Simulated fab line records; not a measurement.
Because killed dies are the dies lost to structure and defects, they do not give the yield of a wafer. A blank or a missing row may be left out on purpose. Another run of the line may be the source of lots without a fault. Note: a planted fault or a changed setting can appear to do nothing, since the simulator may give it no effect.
Lot-split experiment	flow sfq line	23 wafers read across 5 lots, on a route 325 steps long

THE SPLIT ITSELF
At SFQ_TRILAYER_M1_LITHO_COAT_044 (resist thk 62 nm), the setting resist thk nm was moved away from the recipe's 62 nm on 7 of the 23 wafers read, by -4.0% to +5.5%. For the rest of the wafers, this setting stayed at what the recipe calls for.

The reading comes from the split's own step.

THE READING
BARC_of_TRILAYER_M1_LITHO_COAT_044.thk nm (the simulator's own value, which no gauge read), in nm, at SFQ_TRILAYER_M1_LITHO_COAT_044 (resist thk 62 nm). The file gives no usual value for it. Average 61.95 nm, standard deviation 0.14 nm, over the 16 wafers here run with the recipe.

wafer	tool, chamber at the split	resist thk nm as run, nm	against the recipe	BARC_of_TRILAYER_M1_LITHO_COAT_044.thk nm, nm	against lot-mates on the recipe
L074.2	litho track-04, 0	62	recipe	61.94	-
L074.3	litho track-04, 0	62	recipe	61.76	-
L074.4	litho track-04, 0	62	recipe	61.72	-
L074.5	litho track-04, 0	59.54	-4.0%	59.38	-2.43
L074.6	litho track-04, 0	59.54	-4.0%	59.42	-2.39
L076.2	litho track-01, 0	62	recipe	61.94	-
L076.3	litho track-01, 0	62	recipe	61.92	-
L076.4	litho track-01, 0	65.44	+5.5%	65.48	+3.61
L076.5	litho track-01, 0	65.44	+5.5%	65.33	+3.46
L076.6	litho track-01, 0	62	recipe	61.75	-
L080.2	litho track-01, 0	62	recipe	61.96	-
L080.3	litho track-01, 0	62	recipe	62.25	-
L080.6	litho track-01, 0	62	recipe	62.13	-
L083.1	litho track-03, 0	62	recipe	61.88	-
L083.2	litho track-03, 0	62	recipe	61.97	-
L083.4	litho track-03, 0	62	recipe	61.92	-
L083.5	litho track-03, 0	62	recipe	62.11	-
L083.6	litho track-03, 0	62	recipe	61.98	-
L084.1	litho track-03, 0	64.61	+4.2%	64.57	+2.55
L084.3	litho track-03, 0	62	recipe	62.14	-
L084.4	litho track-03, 0	62	recipe	61.89	-
L084.5	litho track-03, 0	64.61	+4.2%	64.72	+2.70
L084.6	litho track-03, 0	64.61	+4.2%	64.48	+2.47

FIT RESULTS
A straight line over all 23 wafers: BARC_of_TRILAYER_M1_LITHO_COAT_044.thk nm changes by +0.629 nm for each +1% of resist thk nm; r = +1.00; the points scatter about the line by 0.13 nm.
The same after taking each lot's own level away (the mean of its wafers on the recipe; 23 wafers): +0.62 nm for each +1%; r = +1.00; scatter 0.1 nm.
According to that fit, moving resist thk nm by its largest amount changes the reading by 3.4 nm.
Across the lots, their own levels run from 61.807 to 62.113 nm, a range of 2.2 times the standard deviation given above.
Hence the lot-to-lot level has little effect on the slope; both slopes agree.
Check: +3.41 nm against its lot-mates is what the line predicts for one of the wafers moved furthest among these (+5.5%) when that wafer is left out of the fit. It came out at +3.61 nm against them.

FURTHER SPLITS ON THESE WAFERS
These wafers also went through other splits before the reading. Each is held against what the fit with the lots' levels taken away leaves over:
other split on the same wafers	wafers away from the commonest value	r with BARC_of_TRILAYER_M1_LITHO_COAT_044.thk nm (lot level and that fit taken away)
SFQ_TRILAYER_INCOMING_OXIDATION_002 temp c	15	+0.10
SFQ_TRILAYER_L0_LITHO_COAT_005 spin rpm	10	+0.24
SFQ_TRILAYER_L0_VIA_LITHO_COAT_018 spin rpm	6	-0.25
SFQ_TRILAYER_M0_DEP_SPUTTER_019 power w	6	+0.12
SFQ_TRILAYER_M0_LITHO_COAT_021 spin rpm	5	-0.16
SFQ_TRILAYER_M0_LITHO_PEB_024 peb temp c	8	+0.07
SFQ_TRILAYER_M1_DEP_SPUTTER_037 time s	9	+0.11

THE FILE'S OWN FIT
BARC_of_TRILAYER_M1_LITHO_COAT_044.thk nm changes by +0.622 nm for each +1% of resist thk nm, r = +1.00.
